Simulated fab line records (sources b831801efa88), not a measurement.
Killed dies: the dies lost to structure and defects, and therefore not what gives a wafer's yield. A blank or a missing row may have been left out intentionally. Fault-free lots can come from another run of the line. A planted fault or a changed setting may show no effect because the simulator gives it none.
Which of the tools did it? || flow gf180mcu || 6 lots, 18 wafers sampled, at 4 steps of a route of 602

## WHAT THE GAUGES SHOWED, per wafer
GF_PASSIVATION_BOW_MEAS_14.
{"lot": "L543", "measured": "day 30 10:00", "on": "film-metro-04", "PASSIVATION_BOW (um)": "138 137 141"}
{"lot": "L545", "measured": "day 30 14:04", "on": "film-metro-01", "PASSIVATION_BOW (um)": "136 136 132"}
{"lot": "L547", "measured": "day 31 05:40", "on": "film-metro-02", "PASSIVATION_BOW (um)": "121 123 120"}
{"lot": "L549", "measured": "day 32 00:12", "on": "film-metro-01", "PASSIVATION_BOW (um)": "138 155 144"}
{"lot": "L554", "measured": "day 32 19:59", "on": "film-metro-04", "PASSIVATION_BOW (um)": "147 128 138"}
{"lot": "L563", "measured": "day 35 01:48", "on": "film-metro-04", "PASSIVATION_BOW (um)": "124 120 129"}

## EACH LOT AND THE TOOL THAT RAN IT (in order: tool; ch and the chambers of the sampled wafers; start)
{"lot": "L543", "GF_CONTACT_ETCH_17": "rie-diel-04 ch 0,1, day 17 04:00", "GF_V5_CMP_26": "cmp-01 ch 0,1,3, day 28 16:08", "GF_PASSIVATION_CVD_02": "pecvd-01 ch 0,1,2, day 29 13:11"}
{"lot": "L545", "GF_CONTACT_ETCH_17": "rie-diel-02 ch 0,1,3, day 17 23:00", "GF_V5_CMP_26": "cmp-01 ch 0,1,3, day 28 20:25", "GF_PASSIVATION_CVD_02": "pecvd-03 ch 0,1,2, day 29 17:29"}
{"lot": "L547", "GF_CONTACT_ETCH_17": "rie-diel-03 ch 0,2,3, day 18 12:00", "GF_V5_CMP_26": "cmp-02 ch 1,2,3, day 29 12:09", "GF_PASSIVATION_CVD_02": "pecvd-02 ch 0,1, day 30 08:56"}
{"lot": "L549", "GF_CONTACT_ETCH_17": "rie-diel-04 ch 0,2,3, day 19 13:00", "GF_V5_CMP_26": "cmp-01 ch 0,1,3, day 30 08:17", "GF_PASSIVATION_CVD_02": "pecvd-02 ch 0,1, day 31 04:08"}
{"lot": "L554", "GF_CONTACT_ETCH_17": "rie-diel-04 ch 0,2,3, day 21 00:00", "GF_V5_CMP_26": "cmp-02 ch 1,2, day 31 06:06", "GF_PASSIVATION_CVD_02": "pecvd-03 ch 0,1,2, day 32 00:56"}
{"lot": "L563", "GF_CONTACT_ETCH_17": "rie-diel-02 ch 0,2,3, day 24 00:00", "GF_V5_CMP_26": "cmp-02 ch 0,1,3, day 33 14:34", "GF_PASSIVATION_CVD_02": "pecvd-02 ch 0,2, day 34 08:16"}
- GF_CONTACT_ETCH_17: etches SiO2 in C4F8/O2/Ar, stops on CoSi2, target depth 860 nm.
- GF_V5_CMP_26: polishes, stops on SiO2, t overpolish 15 s, target thk 0 nm.
- GF_PASSIVATION_CVD_02: deposits Si3N4, target thk 700 nm, time 486.18 s.

## THE ANSWER, worked out from the rows above alone
Rule: the lots themselves supply what counts as usual. Put in order of their means at a reading, lots are off if they are a third of the lots or fewer, leave a main group of 4 or more, and stand apart from it by a gap of 3 or more times the standard deviation of the main group's means; of several such gaps the widest counts. A main group is skipped when, at the precision printed for the reading in the tables above, its means are all equal. Also off: a lot with no number at a reading for which 4 or more lots have one. The other lots that the step has rows for count as sound.
Nothing can be told from this: no lot is off at any reading shown.

## WHAT THE SIMULATOR HAD INSERTED
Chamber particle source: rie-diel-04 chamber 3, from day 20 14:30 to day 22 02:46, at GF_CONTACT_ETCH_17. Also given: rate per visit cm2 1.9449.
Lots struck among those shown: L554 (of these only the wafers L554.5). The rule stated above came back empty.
